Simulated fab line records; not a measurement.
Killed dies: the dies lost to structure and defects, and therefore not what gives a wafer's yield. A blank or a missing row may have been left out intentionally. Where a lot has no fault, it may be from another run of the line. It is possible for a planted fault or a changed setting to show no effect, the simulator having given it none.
A single fault, viewed from 2 desks -- flow gf180mcu -- only its own numbers are on each desk; what lay behind them is given at the end

## FOR THE TOOL OWNER'S DESK: furnace-02
The tool's own readings at GF_DUAL_GATE_OXIDATION_02 (stabilise 600 s, purge 300 s, target thk 10.887 nm): means of the sampled wafers that have a number, for each lot that ran on this tool. A lot is out of limits, marked OUT, if its mean lies more than 4 standard deviations from the usual mean; the brackets give that distance.
Columns: A = spikeTcCentreC at GF_DUAL_GATE_OXIDATION_02, usual 899.9 C; B = spikeTcUpperC at GF_DUAL_GATE_OXIDATION_02, usual 899.4 C
lot,first seen here,A,B
L479,day 8 14:40,898.5,899.6
L483,day 9 16:50,898.4,898.7
L485,day 10 05:28,899.3,898.9
L488,day 10 22:51,898.6,899.2
L494,day 13 01:05,899.7,898.8
L495,day 13 05:23,898.9,898.9
This desk's verdict: no lot among the 6 shows anything out of limits.

## THE METROLOGY DESK
Lot by lot, what the gauges showed, no matter which tool ran the lot: averages of those sampled wafers that carry a number. A lot is out of limits, marked OUT, if its mean lies more than 4 standard deviations from the usual mean; the brackets give that distance.
Columns: A = DUAL_GATE_OXIDATION_00_THK at GF_DUAL_GATE_THK_MEAS_03, usual 10.87 nm; B = DUAL_GATE_OVL at GF_DUAL_GATE_OVL_MEAS_11, usual 0.7 nm; C = HV_LDD_TW at GF_HV_LDD_TW_MEAS_11, usual 2405; D = SALICIDE_TIN_RS at GF_SALICIDE_RS_MEAS_04, usual 16.5 ohm/sq
lot,first seen here,A,B,C,D
L476,day 7 12:26,11.30,2.0,2408,16.5
L477,day 8 07:49,11.22,0.5,2400,16.2
L479,day 8 16:07,10.75,-0.3,2431,16.8
L480,day 8 20:03,10.82,1.2,2396,17.1
L481,day 9 01:44,11.01,0.6,2396,16.6
L482,day 9 09:20,10.65,1.2,2391,16.6
L483,day 9 18:19,10.69,1.3,2384,16.7
L485,day 10 06:55,10.70,-0.9,2394,16.9
L486,day 10 11:43,11.19,2.6,2411,16.9
L487,day 10 19:04,10.75,-0.4,2409,16.1
L488,day 11 00:18,10.65,2.4,2390,16.6
L494,day 13 02:32,12.50 (+7.1) OUT,1.4,2414,16.3
L495,day 13 06:52,12.51 (+7.1) OUT,1.4,2414,16.3
L497,day 13 17:37,10.98,-1.0,2426,16.9
Per this desk, out of limits: L494, L495; the first was L494, day 13 02:32 (DUAL_GATE_OXIDATION_00_THK at GF_DUAL_GATE_THK_MEAS_03). In limits: L476, L477, L479, L480, L481, L482, L483, L485, L486, L487, L488, L497.

## ALL TOGETHER
Metrology desk: alarm possible at day 13 02:32 on L494, L495.
The desk of the tool owner found nothing out of limits.
Tool owner's desk: L494, L495 on record, inside its limits.
All the named lots went through GF_DUAL_GATE_OXIDATION_02 on furnace-02.

## WHAT HAD BEEN PUT IN BY THE SIMULATOR
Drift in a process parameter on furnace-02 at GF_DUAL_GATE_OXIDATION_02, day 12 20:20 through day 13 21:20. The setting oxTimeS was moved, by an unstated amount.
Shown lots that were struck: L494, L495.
Per desk, hours elapsed from the start of the fault to the first reading out of limits: for the metrology desk, 6.
